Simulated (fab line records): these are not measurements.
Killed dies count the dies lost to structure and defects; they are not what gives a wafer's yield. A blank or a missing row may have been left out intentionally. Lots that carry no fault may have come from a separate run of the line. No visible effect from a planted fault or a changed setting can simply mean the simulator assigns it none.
fab line records	flow sfq-line
record: lots: 6	wafers: 18	last-day: 96
route steps=325 shown I1@77 M2@88 I2@103 M3@118 M8@325
lots untouched by any fault: they come from a run of this same line in which no faults occurred
start-h: start of the lot's first displayed wafer, in hours after the record's first day	wait-h: hours from the lot's prior step to this one	" unchanged from the row above	L1.1+2: a single row standing in for several wafers	- either no value or no given start	* or withheld: withheld	< > ~ a bound
route shown NAME@n: NAME is a module with steps in the file, n the number in the route of the first one	usual: the fault-free wafers' mean and standard deviation	same: alike in all rows	chamber/n: place in a boat	sites: per-site readings	_std_site: the standard deviation of these	_edge_site: outer sites' mean less inner sites'	radius-mm: how far each site lies from the wafer's centre	mask NAME#n: copy n	behind: the tool/chamber that last shaped the wafer	hold: why the lot was held/for how many hours/how that ended	device: whichever transistor did not switch (one of n, p or np)	end of line: tests of these same wafers at the route's end	for a step that has no rows: nothing shown but its recipe	killed: dies that structure and defects cost at the first sort, which is not the same as the wafer's yield	map: the dies of a wafer, with x for killed, . for not killed, _ for no die there
set.NAME: the setting as run; set.NAME@STEP: as run at that earlier step	model.NAME: the simulator's own value behind a step, which no gauge read
lots at some steps of the route; a table a step, a row a wafer
services: when a tool's chamber went out of use (start-h, in hours from the record's first day, below 0 if earlier), for how many hours, and the reason
== steps ==
step: SFQ_TRILAYER_I1_VIA_LITHO_COAT_054
recipe: resist: BARC	spin-rpm: 3000	resist-thk-nm: 62
step: SFQ_TRILAYER_I1_VIA_LITHO_COAT_049
recipe: resist: KrF	spin-rpm: 3000	resist-thk-nm: 650
step: SFQ_TRILAYER_I1_VIA_LITHO_SOFTBAKE_053
recipe: temp-c: withheld	time-s: withheld	resist: KrF
step: SFQ_TRILAYER_I1_VIA_LITHO_EXPOSE_050
recipe: mask-id: I1	na: 0.6	source-shape: conventional	sigma-outer: 0.65	target-cd-nm: 500	dose-mj: 21.3
step: SFQ_TRILAYER_I1_VIA_LITHO_PEB_052
recipe: peb-temp-c: 115	peb-time-s: 60	resist: KrF
step: SFQ_TRILAYER_I1_VIA_LITHO_DEVELOP_051
recipe: time-s: 60	resist: KrF
step: SFQ_I1_OVL_MEAS_913
usual: I1_OVL: 0/4.5
lot.wafer	tool	chamber	start-h	wait-h	I1_OVL[nm]
L484.2	overlay-02	-	765.74	0.1	-1
L484.5	"	-	"	"	10
L484.6	"	-	"	"	6
L486.1	overlay-01	-	800.57	0.1	9
L486.2	"	-	"	"	-2
L486.5	"	-	"	"	1
L491.2	overlay-02	-	840.05	0.1	0
L491.5	"	-	"	"	3
L491.6	"	-	"	"	0
L497.3	overlay-02	-	898.21	0.1	5
L497.4	"	-	"	"	2
L497.5	"	-	"	"	2
L499.2	overlay-01	-	919.27	0.1	9
L499.4	"	-	"	"	4
L499.5	"	-	"	"	8
L503.1	overlay-02	-	948.99	0.1	-1
L503.3	"	-	"	"	-2
L503.4	"	-	"	"	-6
step: SFQ_TRILAYER_I1_VIA_BARC_OPEN_VIA_ETCH_071
recipe: mask-material: PR	chemistry: O2	target-depth-nm: 125	target: BARC	source-w: 500	bias-w: 78.31	pressure-mtorr: 30	time-s: 41.7
usual: drypump-motor-current-A: 6.0/0.35	oes-product-au: 0.686/0.0048
lot.wafer	tool	chamber	start-h	wait-h	drypump-motor-current-A	oes-product-au	rf-hours-counter-h
L484.2	rie-diel-02	3	765.77	0.0	6.3	0.679	1
L484.5	"	2	"	"	6.2	0.689	-
L484.6	"	1	"	"	5.7	0.685	-
L486.1	rie-diel-02	2	800.60	0.0	6.3	0.684	39
L486.2	"	1	"	"	5.7	0.686	7
L486.5	"	1	"	"	5.7	0.682	-
L491.2	rie-diel-02	3	840.08	0.0	6.4	0.688	2
L491.5	"	1	"	"	5.7	0.688	-
L491.6	"	3	"	"	6.4	0.686	-
L497.3	rie-diel-02	2	898.23	0.0	6.2	0.689	1
L497.4	"	3	"	"	6.4	0.681	3
L497.5	"	3	"	"	6.4	0.688	-
L499.2	rie-diel-02	1	919.30	0.0	5.7	0.693	9
L499.4	"	3	"	"	6.4	0.689	4
L499.5	"	0	"	"	6.1	0.682	-
L503.1	rie-diel-03	1	949.02	0.0	5.5	0.689	5
L503.3	"	3	"	"	6.2	0.694	7
L503.4	"	2	"	"	6.5	0.690	1
step: SFQ_TRILAYER_I1_VIA_ETCH_VIA_ETCH_052
recipe: target: SiO2	stop-on: Nb	mask-material: PR	taper-deg: 20	chemistry: CHF3	target-depth-nm: 260	source-w: 500	bias-w: 80	pressure-mtorr: 30	time-s: withheld
usual: drypump-motor-current-A: 6.0/0.35	oes-product-au: 0.855/0.0055
lot.wafer	tool	chamber	start-h	wait-h	drypump-motor-current-A	oes-product-au
L484.2	rie-diel-02	3	765.81	0.0	6.4	0.853
L484.5	"	2	"	"	6.3	0.860
L484.6	"	1	"	"	5.7	0.853
L486.1	rie-diel-02	2	800.64	0.0	6.2	0.866
L486.2	"	1	"	"	5.7	0.862
L486.5	"	1	"	"	5.7	0.855
L491.2	rie-diel-02	3	840.12	0.0	6.4	0.850
L491.5	"	1	"	"	5.7	0.859
L491.6	"	3	"	"	6.4	0.851
L497.3	rie-diel-02	2	898.27	0.0	6.3	0.851
L497.4	"	3	"	"	6.4	0.846
L497.5	"	3	"	"	6.4	0.856
L499.2	rie-diel-02	1	919.34	0.0	5.7	0.852
L499.4	"	3	"	"	6.4	0.855
L499.5	"	0	"	"	6.1	0.857
L503.1	rie-diel-03	1	949.06	0.0	5.5	0.857
L503.3	"	3	"	"	6.2	0.867
L503.4	"	2	"	"	6.5	0.857
step: SFQ_TRILAYER_I1_VIA_STRIP_STRIP_053
recipe: gas: O2	power-w: 200	platen-temp-c: 40	overash-fraction: 0.65	chemistry: O2	pressure-mtorr: 50
step: SFQ_TRILAYER_I1_VIA_STRIP_SOLV_CLEAN_054
recipe: chemistry: NMP	temp-c: 70	time-s: 600
step: SFQ_TRILAYER_M2_DEP_PRE_CLEAN_056
recipe: gas: Ar	time-s: 22.5	bias-v: 250
step: SFQ_TRILAYER_M2_DEP_SPUTTER_055
recipe: material: Nb	base-pressure-pa: 1.33e-06	chamber-pressure-pa: 0.1333	substrate-temp-c: 20	resputter-cathode-voltage-v: 400	target-thk-nm: 200	power-w: 2000	time-s: 133.3
usual: cathode-dc-power-W: 2000.0/0.34	chamber-pressure-pa: 0.13328/0.00029	throttle-valve-pct: 29.8/0.76
lot.wafer	tool	chamber	start-h	wait-h	cathode-dc-power-W	chamber-pressure-pa	throttle-valve-pct	model.Nb_of_TRILAYER_M2_DEP_SPUTTER_055.thk-nm
L484.2	pvd-sputter-04	-	767.32	0.0	2000.0	0.1331	30.3	197
L484.5	"	-	"	"	2000.2	0.13283	30.3	199.1
L484.6	"	-	"	"	1999.6	0.13351	28.8	197.9
L486.1	pvd-sputter-03	-	801.56	0.0	1999.6	0.13312	29.5	199.8
L486.2	"	-	"	"	2000.0	0.13289	29.6	203.5
L486.5	"	-	"	"	2000.1	0.13325	29.5	202.4
L491.2	pvd-sputter-04	-	841.04	0.0	2000.4	0.13298	30.4	201.1
L491.5	"	-	"	"	2000.6	0.13312	30.3	202.3
L491.6	"	-	"	"	2000.2	0.13317	30.5	203.6
L497.3	pvd-sputter-03	-	899.19	0.0	1922.6	0.13356	30.2	190.4
L497.4	"	-	"	"	1921.9	0.13336	29.4	190.9
L497.5	"	-	"	"	1922.2	0.13311	30.4	191.4
L499.2	pvd-sputter-03	-	920.25	0.0	1922.5	0.13336	30.2	191.9
L499.4	"	-	"	"	1922.1	0.13315	30.1	191.3
L499.5	"	-	"	"	1922.1	0.13342	30.1	191.8
L503.1	pvd-sputter-05	-	949.98	0.0	2000.0	0.13343	28.2	199
L503.3	"	-	"	"	1999.7	0.13359	30.8	197.7
L503.4	"	-	"	"	2000.1	0.13323	28.9	199.7
step: SFQ_M2_RS_MEAS_914
recipe: thk-meas-gauge: four-point-probe	reads: Nb_of_TRILAYER_M2_DEP_SPUTTER_055
usual: M2_NB_RS: 0.893/0.0073
lot.wafer	tool	chamber	start-h	wait-h	M2_NB_RS[ohm/sq]
L484.2	film-metro-02	-	767.43	0.1	0.905
L484.5	"	-	"	"	0.893
L484.6	"	-	"	"	0.901
L486.1	film-metro-01	-	801.65	0.0	0.891
L486.2	"	-	"	"	0.875
L486.5	"	-	"	"	0.878
L491.2	film-metro-04	-	841.15	0.1	0.887
L491.5	"	-	"	"	0.883
L491.6	"	-	"	"	0.875
L497.3	film-metro-02	-	899.32	0.1	0.937
L497.4	"	-	"	"	0.934
L497.5	"	-	"	"	0.931
L499.2	film-metro-01	-	920.36	0.1	0.926
L499.4	"	-	"	"	0.930
L499.5	"	-	"	"	0.929
L503.1	film-metro-01	-	950.07	0.0	0.894
L503.3	"	-	"	"	0.901
L503.4	"	-	"	"	0.893
step: SFQ_TRILAYER_M2_LITHO_COAT_062
recipe: resist: BARC	spin-rpm: 3000	resist-thk-nm: 62
step: SFQ_TRILAYER_M2_LITHO_COAT_057
recipe: resist: KrF	spin-rpm: 3000	resist-thk-nm: 600
step: SFQ_TRILAYER_M2_LITHO_SOFTBAKE_061
recipe: temp-c: withheld	time-s: withheld	resist: KrF
step: SFQ_TRILAYER_M2_LITHO_EXPOSE_058
recipe: mask-id: M2	na: 0.6	source-shape: conventional	sigma-outer: 0.65	target-cd-nm: 500	dose-mj: 14.4
step: SFQ_TRILAYER_M2_LITHO_PEB_060
recipe: peb-temp-c: 115	peb-time-s: 60	resist: KrF
step: SFQ_TRILAYER_M2_LITHO_DEVELOP_059
recipe: time-s: 60	resist: KrF
step: SFQ_M2_OVL_MEAS_916
usual: M2_OVL: 1/5.1
lot.wafer	tool	chamber	start-h	wait-h	M2_OVL[nm]
L484.2	overlay-02	-	913.27	0.1	9
L484.5	"	-	"	"	6
L484.6	"	-	"	"	2
L486.1	overlay-01	-	938.06	0.1	3
L486.2	"	-	"	"	-1
L486.5	"	-	"	"	3
L491.2	overlay-01	-	976.72	0.1	0
L491.5	"	-	"	"	5
L491.6	"	-	"	"	-2
L497.3	overlay-01	-	1026.18	0.1	0
L497.4	"	-	"	"	1
L497.5	"	-	"	"	-5
L499.2	overlay-01	-	1057.08	0.1	-2
L499.4	"	-	"	"	1
L499.5	"	-	"	"	1
L503.1	overlay-01	-	1085.87	0.1	3
L503.3	"	-	"	"	5
L503.4	"	-	"	"	8
step: SFQ_TRILAYER_M2_BARC_OPEN_METAL_ETCH_077
recipe: mask-material: PR	chemistry: O2	target-depth-nm: 125	target: BARC	icp-w: 584.8	bias-w: 80	pressure-mtorr: 10	time-s: 41.7
step: SFQ_TRILAYER_M2_ETCH_METAL_ETCH_060
recipe: target: Nb	stop-on: SiO2	mask-material: PR	chemistry: Cl2/Ar	target-depth-nm: 240	icp-w: 600	bias-w: 80	pressure-mtorr: 10	time-s: 120
usual: drypump-motor-current-A: 6.0/0.32	oes-product-au: 0.893/0.006
lot.wafer	tool	chamber	start-h	wait-h	drypump-motor-current-A	oes-product-au	rf-hours-counter-h	model.etch.depth-nm	model.M2.feature-depth-nm
L484.2	rie-metal-03	1	913.35	0.0	5.8	0.886	12	197	197
L484.5	"	1	"	"	5.8	0.896	-	199.1	199.1
L484.6	"	0	"	"	6.3	0.890	-	197.9	197.9
L486.1	rie-metal-03	0	938.16	0.0	6.3	0.892	64	199.8	199.8
L486.2	"	1	"	"	5.8	0.908	15	203.5	203.5
L486.5	"	0	"	"	6.3	0.900	-	202.4	202.4
L491.2	rie-metal-03	0	976.81	0.0	6.4	0.895	68	201.1	201.1
L491.5	"	1	"	"	5.8	0.898	-	202.3	202.3
L491.6	"	0	"	"	6.3	0.907	-	203.6	203.6
L497.3	rie-metal-02	0	1026.30	0.1	5.5	0.864	-	190.4	190.4
L497.4	"	1	"	"	6.0	0.868	-	190.9	190.9
L497.5	"	1	"	"	6.0	0.874	-	191.4	191.4
L499.2	rie-metal-02	1	1057.17	0.0	6.0	0.878	47	191.9	191.9
L499.4	"	1	"	"	6.0	0.867	-	191.3	191.3
L499.5	"	1	"	"	6.0	0.876	-	191.8	191.8
L503.1	rie-metal-02	0	1085.97	0.0	5.5	0.895	83	199	199
L503.3	"	1	"	"	6.0	0.888	-	197.7	197.7
L503.4	"	0	"	"	5.5	0.899	-	199.7	199.7
step: SFQ_TRILAYER_M2_STRIP_STRIP_061
recipe: gas: O2	power-w: 200	platen-temp-c: 40	overash-fraction: 0.65	chemistry: O2	pressure-mtorr: 50
step: SFQ_TRILAYER_M2_STRIP_SOLV_CLEAN_062
recipe: chemistry: NMP	temp-c: 70	time-s: 600
step: SFQ_TRILAYER_I2_DEP_PECVD_063
recipe: material: SiO2	temp-c: 150	time-s: 111.11	pressure-torr: 2.4	rf-w: 183.3	precursor: SiH4/N2O	target-thk-nm: 500
step: SFQ_TRILAYER_I2_CMP_CMP_064
recipe: material: SiO2	down-force-psi: 3	platen-rpm: 60	pad-velocity-m-s: 0.94248
usual: edge-zone-pressure-frac: 1.000/0.0048	motor-current-A: 10.2/0.94	slurry-filter-dp-kPa: 13.50/0.14	time-to-endpoint-s: 217/6.8
lot.wafer	tool	chamber	start-h	wait-h	edge-zone-pressure-frac	motor-current-A	slurry-filter-dp-kPa	time-to-endpoint-s
L484.2	cmp-01	0	916.59	2.3	0.997	9.4	13.19	227
L484.5	"	3	918.09	3.8	0.991	10.0	13.39	218
L484.6	"	0	"	"	0.993	10.0	13.63	220
L486.1	cmp-02	1	939.15	0.0	1.000	11.2	13.45	213
L486.2	"	3	940.15	1.0	0.997	9.0	13.51	221
L486.5	"	1	941.15	2.0	0.999	12.0	13.52	223
L491.2	cmp-02	2	978.79	1.0	1.000	11.4	13.55	211
L491.6	"	0	979.79	2.0	1.001	8.9	13.70	211
L491.5	"	1	"	"	1.004	11.5	13.61	216
L497.4	cmp-01	3	1027.81	0.6	0.996	10.5	13.81	217
L497.3	"	2	1029.31	2.1	1.002	10.5	13.43	217
L497.5	"	0	1030.31	3.1	0.998	10.5	13.37	217
L499.2	cmp-02	1	1061.83	3.7	1.008	11.4	13.45	221
L499.4	"	0	1063.33	5.2	1.001	9.1	13.60	227
L499.5	"	2	1064.33	6.2	0.998	11.1	13.64	221
L503.1	cmp-01	2	1094.63	7.7	1.005	10.5	13.50	214
L503.4	"	3	"	"	1.004	10.0	13.67	214
L503.3	"	0	"	"	1.004	10.1	13.41	213
step: SFQ_I2_BOW_MEAS_917
recipe: mode: bow
usual: I2_BOW: 1/9.7
lot.wafer	tool	chamber	start-h	wait-h	I2_BOW[um]
L484.2	film-metro-04	-	919.11	2.0	-6
L484.5	"	-	"	"	3
L484.6	"	-	"	"	-4
L486.1	film-metro-04	-	942.15	2.5	-4
L486.2	"	-	"	"	5
L486.5	"	-	"	"	18
L491.2	film-metro-03	-	980.81	1.5	-9
L491.5	"	-	"	"	-8
L491.6	"	-	"	"	-9
L497.3	film-metro-04	-	1030.85	1.0	1
L497.4	"	-	"	"	7
L497.5	"	-	"	"	-3
L499.2	film-metro-02	-	1064.85	2.5	3
L499.4	"	-	"	"	-9
L499.5	"	-	"	"	-7
L503.1	film-metro-03	-	1097.63	2.5	1
L503.3	"	-	"	"	10
L503.4	"	-	"	"	-14
step: SFQ_TRILAYER_I2_METRO_MEASURE_065
usual: thk-nm: 200.0/0.8
lot.wafer	tool	chamber	start-h	wait-h	thk-nm
L484.2	film-metro-04	-	919.41	0.3	199.8
L484.5	"	-	"	"	198.7
L484.6	"	-	"	"	200.3
L486.1	film-metro-04	-	942.27	0.1	199.3
L486.2	"	-	"	"	199.8
L486.5	"	-	"	"	199.7
L491.2	film-metro-03	-	981.11	0.3	198.8
L491.5	"	-	"	"	198.7
L491.6	"	-	"	"	201.2
L497.3	film-metro-04	-	1031.33	0.5	200.3
L497.4	"	-	"	"	199.9
L497.5	"	-	"	"	200.8
L499.2	film-metro-02	-	1065.15	0.3	200.0
L499.4	"	-	"	"	200.3
L499.5	"	-	"	"	199.8
L503.1	film-metro-03	-	1097.75	0.1	199.6
L503.3	"	-	"	"	200.0
L503.4	"	-	"	"	199.5
step: SFQ_TRILAYER_I2_VIA_LITHO_COAT_072
recipe: resist: BARC	spin-rpm: 3000	resist-thk-nm: 62
step: SFQ_TRILAYER_I2_VIA_LITHO_COAT_067
recipe: resist: KrF	spin-rpm: 3000	resist-thk-nm: 650
step: SFQ_TRILAYER_I2_VIA_LITHO_SOFTBAKE_071
recipe: temp-c: withheld	time-s: withheld	resist: KrF
step: SFQ_TRILAYER_I2_VIA_LITHO_EXPOSE_068
recipe: mask-id: I2	na: 0.6	source-shape: conventional	sigma-outer: 0.65	target-cd-nm: 500	dose-mj: 21.3
step: SFQ_TRILAYER_I2_VIA_LITHO_PEB_070
recipe: peb-temp-c: 115	peb-time-s: 60	resist: KrF
step: SFQ_TRILAYER_I2_VIA_LITHO_DEVELOP_069
recipe: time-s: 60	resist: KrF
step: SFQ_I2_OVL_MEAS_918
usual: I2_OVL: 1/6
lot.wafer	tool	chamber	start-h	wait-h	I2_OVL[nm]
L484.2	overlay-01	-	1055.88	0.1	4
L484.5	"	-	"	"	4
L484.6	"	-	"	"	7
L486.1	overlay-01	-	1079.87	0.1	8
L486.2	"	-	"	"	6
L486.5	"	-	"	"	5
L491.2	overlay-01	-	1118.28	0.1	-4
L491.5	"	-	"	"	-2
L491.6	"	-	"	"	1
L497.3	overlay-02	-	1173.40	0.1	8
L497.4	"	-	"	"	6
L497.5	"	-	"	"	4
L499.2	overlay-01	-	1206.04	0.1	-2
L499.4	"	-	"	"	-2
L499.5	"	-	"	"	-5
L503.1	overlay-02	-	1236.16	0.1	-7
L503.3	"	-	"	"	-12
L503.4	"	-	"	"	0
step: SFQ_TRILAYER_I2_VIA_BARC_OPEN_VIA_ETCH_096
recipe: mask-material: PR	chemistry: O2	target-depth-nm: 125	target: BARC	source-w: 500	bias-w: 80	pressure-mtorr: 30	time-s: 40.49
step: SFQ_TRILAYER_I2_VIA_ETCH_VIA_ETCH_070
recipe: target: SiO2	stop-on: Nb	mask-material: PR	taper-deg: 20	chemistry: CHF3	target-depth-nm: 260	source-w: 500	bias-w: 80	pressure-mtorr: 30	time-s: withheld
step: SFQ_TRILAYER_I2_VIA_STRIP_STRIP_071
recipe: gas: O2	power-w: 200	platen-temp-c: 40	overash-fraction: 0.65	chemistry: O2	pressure-mtorr: 50
usual: drypump-motor-current-A: 5.88/0.28	oes-product-au: 0.999/0.0087	platen-temp-c: 39.99/0.11
lot.wafer	tool	chamber	start-h	wait-h	drypump-motor-current-A	oes-product-au	platen-temp-c	rf-hours-counter-h
L484.2	rie-metal-01	1	1056.06	-	5.87	1.004	40.00	95
L484.5	"	0	"	"	5.62	1.010	40.06	-
L484.6	"	1	"	"	5.86	1.004	40.16	-
L486.1	rie-metal-02	0	1080.06	-	5.47	1.008	39.97	82
L486.2	"	1	"	"	6.00	0.989	39.92	50
L486.5	"	1	"	"	6.04	0.993	40.02	-
L491.2	rie-metal-03	1	1118.46	-	5.82	0.981	40.00	37
L491.5	"	1	"	"	5.83	0.998	40.09	-
L491.6	"	0	"	"	6.34	1.005	39.92	-
L497.3	rie-metal-03	1	1173.77	-	5.81	0.986	39.99	-
L497.4	"	0	"	"	6.35	0.990	39.79	-
L497.5	"	0	"	"	6.34	0.995	39.91	-
L499.2	rie-metal-03	1	1206.22	-	5.85	0.999	39.94	48
L499.4	"	0	"	"	6.35	0.997	40.01	-
L499.5	"	1	"	"	5.82	1.004	39.95	-
L503.1	rie-metal-01	1	1236.35	-	5.88	1.002	39.97	0
L503.3	"	1	"	"	5.90	1.005	40.06	-
L503.4	"	0	"	"	5.66	1.005	40.15	-
step: SFQ_TRILAYER_I2_VIA_STRIP_SOLV_CLEAN_072
recipe: chemistry: NMP	temp-c: 70	time-s: 600
step: SFQ_TRILAYER_M3_DEP_PRE_CLEAN_074
recipe: gas: Ar	time-s: 22.5	bias-v: 250
step: SFQ_M8_BOW_MEAS_951
recipe: mode: bow
usual: M8_BOW: 10/11
lot.wafer	tool	chamber	start-h	wait-h	M8_BOW[um]	model.etest.m2.ohm-um	model.etest.i1.link-ohm	model.etest.m2.ohm-sq	model.etest.i2.link-ohm
L484.2	film-metro-02	-	2080.37	0.0	6	1.803	1.99	0.9038	1.973
L484.5	"	-	"	"	16	1.782	1.99	0.8939	1.978
L484.6	"	-	"	"	8	1.796	1.993	0.8998	1.981
L486.1	film-metro-03	-	2105.96	0.0	7	1.784	1.964	0.891	1.973
L486.2	"	-	"	"	16	1.748	1.95	0.8749	1.948
L486.5	"	-	"	"	29	1.763	1.952	0.8795	1.951
L491.2	film-metro-03	-	2134.63	0.0	6	1.775	1.967	0.8853	1.964
L491.5	"	-	"	"	6	1.758	1.966	0.8801	1.972
L491.6	"	-	"	"	5	1.746	1.961	0.8742	1.969
L497.3	film-metro-02	-	2242.99	0.0	4	1.86	2.023	0.9352	2.011
L497.4	"	-	"	"	8	1.86	2.025	0.9324	2.017
L497.5	"	-	"	"	-2	1.85	2.013	0.9301	2.014
L499.2	film-metro-03	-	2248.97	0.0	10	1.851	2.009	0.9279	2.005
L499.4	"	-	"	"	-1	1.854	2.027	0.9307	2.009
L499.5	"	-	"	"	1	1.851	2.022	0.9282	1.999
L503.1	film-metro-03	-	2296.14	0.0	7	1.776	1.982	0.8944	1.97
L503.3	"	-	"	"	16	1.796	1.994	0.9004	1.975
L503.4	"	-	"	"	-7	1.77	1.982	0.8916	1.962
== services ==
tool	chamber	start-h	hours	kind
rie-diel-02	-	744.42	2.5	repair
cmp-01	-	745.38	4.0	pm
rie-metal-03	0	747.76	1.9	repair
rie-metal-03	-	752.72	0.9	repair
cmp-02	-	800.58	0.4	repair
rie-metal-02	0	813.96	10.9	repair
cmp-02	-	831.89	2.2	repair
cmp-02	-	833.00	0.5	repair
pvd-sputter-03	-	860.01	0.8	repair
rie-diel-02	0	860.60	1.9	repair
cmp-01	-	881.88	4.2	pm
film-metro-04	-	889.41	1.7	pm
cmp-02	-	918.09	4.0	pm
cmp-01	-	926.32	0.4	repair
rie-metal-02	-	968.01	1.4	pm
rie-diel-02	1	976.84	5.8	repair
rie-metal-02	-	996.50	14.6	pm
rie-diel-02	2	1045.09	6.0	repair
rie-diel-02	0	1045.99	4.9	repair
rie-metal-03	-	1047.43	14.0	repair
rie-diel-02	1	1059.08	1.4	repair
rie-diel-02	-	1169.76	2.8	pm
rie-metal-03	0	1185.84	1.7	repair
rie-metal-03	-	1190.64	2.8	pm
== key ==
first-sign: step: SFQ_TRILAYER_M2_DEP_SPUTTER_055	reading: cathode-dc-power-W	direction: down	sigmas: 99+	usual: 2000.0	struck: 1922.2
effect: step: SFQ_M2_RS_MEAS_914	reading: M2_NB_RS	direction: up	sigmas: 5.3	usual: 0.893	struck: 0.931
effect: step: SFQ_TRILAYER_M2_ETCH_METAL_ETCH_060	reading: oes-product-au	direction: down	sigmas: 3.6	usual: 0.893	struck: 0.871
model-effect: step: SFQ_TRILAYER_M2_DEP_SPUTTER_055	value: Nb_of_TRILAYER_M2_DEP_SPUTTER_055.thk-nm	without: 199	struck: 191.3
model-effect: step: SFQ_TRILAYER_M2_ETCH_METAL_ETCH_060	value: etch.depth-nm	without: 199	struck: 191.3
model-effect: step: SFQ_M8_BOW_MEAS_951	value: etest.m2.ohm-um	without: 1.782	struck: 1.854
met-at SFQ_TRILAYER_M2_DEP_SPUTTER_055
struck-wafers L497.3,L497.4,L497.5,L499.2,L499.4,L499.5
onset-between 801.56 899.19
fault: kind: process-parameter-drift	tool: pvd-sputter-03	chamber: -	onset-h: 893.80	steps: SFQ_TRILAYER_M2_DEP_SPUTTER_055	channel: power-w	offset: -77.796	shape: step	end-h: 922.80	acts-in: these-recipes-only	stated: 2000
